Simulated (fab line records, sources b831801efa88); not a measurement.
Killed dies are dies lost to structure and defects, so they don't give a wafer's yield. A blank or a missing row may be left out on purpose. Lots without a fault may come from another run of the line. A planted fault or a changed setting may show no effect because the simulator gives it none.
Problem report in the 8D (eight disciplines) form, filled by code | flow gf180mcu | the parts of the form that need people (team, actions taken, sign-off) are left out

1. THE PROBLEM
cd_nm at GF_HV_LDD_CD_MEAS_31 reads a mean of 414.1 nm on 6 wafers of 2 lots; wafers without a fault read 400.0 nm with a standard deviation of 2.1. That is +6.7 standard deviations from the usual mean.
The step: target cd 400 nm.
First seen on wafer L842.2, day 13 11:25, on cd_sem-02. The record holds 42 wafers of 14 lots with a number at this step. Rule for "out", or "out of limits": more than 4 standard deviations from the usual mean. The other wafers with a number count as sound.

2. WHAT IT IS AND WHAT IT IS NOT
question                    | is                     | is not
which readings at this step | cd_nm                  | -
which lots                  | L842, L843             | L837, L838, L839, L840, L841, L852, L853, L854, L855, L856, L858, L859
which wafers of those lots  | all that have a number | -
read on which gauges        | cd_sem-01, cd_sem-02   | -
when                        | from day 13 11:25      | up to then (15 sound wafers); but 21 sound wafers of L852, L853, L854, L855, L856, L858, L859 came after

3. SUSPECTS, AND WHAT RULES EACH OUT
Counting: a tool at a process step up to the reading stays a suspect if it ran every lot that is out and no sound lot after the first of them.
- the gauge at GF_HV_LDD_CD_MEAS_31: ruled out. The wafers that are out were read on 2 gauges (cd_sem-01, cd_sem-02).
- litho_track-04 at GF_HV_LDD_DEVELOP_30 (develop time 60 s): ruled out as a lasting fault. Sound lots L852 ran on it after its first lot that is out, L842 (day 13 11:16).
Left after counting: nothing in the record.

4. THE CAUSE (what the simulator had put in)
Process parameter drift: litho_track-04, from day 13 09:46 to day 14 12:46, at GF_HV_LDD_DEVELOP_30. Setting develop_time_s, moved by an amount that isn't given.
Counting ruled it out, wrongly: the rule takes a fault to strike every lot that its tool runs from its start on, and this one did not.

5. THE CHAIN OF EFFECTS, in route order
Each row: a reading whose mean over the struck wafers that have a number lies more than 3 standard deviations from the usual. Only readings for which the record gives a usual standard deviation are gone through. hours: the time from each lot's start at the first step in this table that gives one to its start at this step, as a median over the lots. sigmas: the change in usual standard deviations.
hours | step                 | reading | usual    | on struck wafers | change | sigmas
0     | GF_HV_LDD_CD_MEAS_31 | cd_nm   | 400.0 nm | 414.1            | +14.1  | +6.7
Later measuring or inspecting steps at which every struck wafer that the step has a row for has a number for every such reading, and none has moved that far: GF_V1_THK_MEAS_03, GF_V2_THK_MEAS_01.

6. WHAT WOULD HAVE CAUGHT IT SOONER
In this record the first reading out of limits at a measuring or inspecting step was taken at day 13 11:25, 2 hours after the fault began at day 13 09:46.
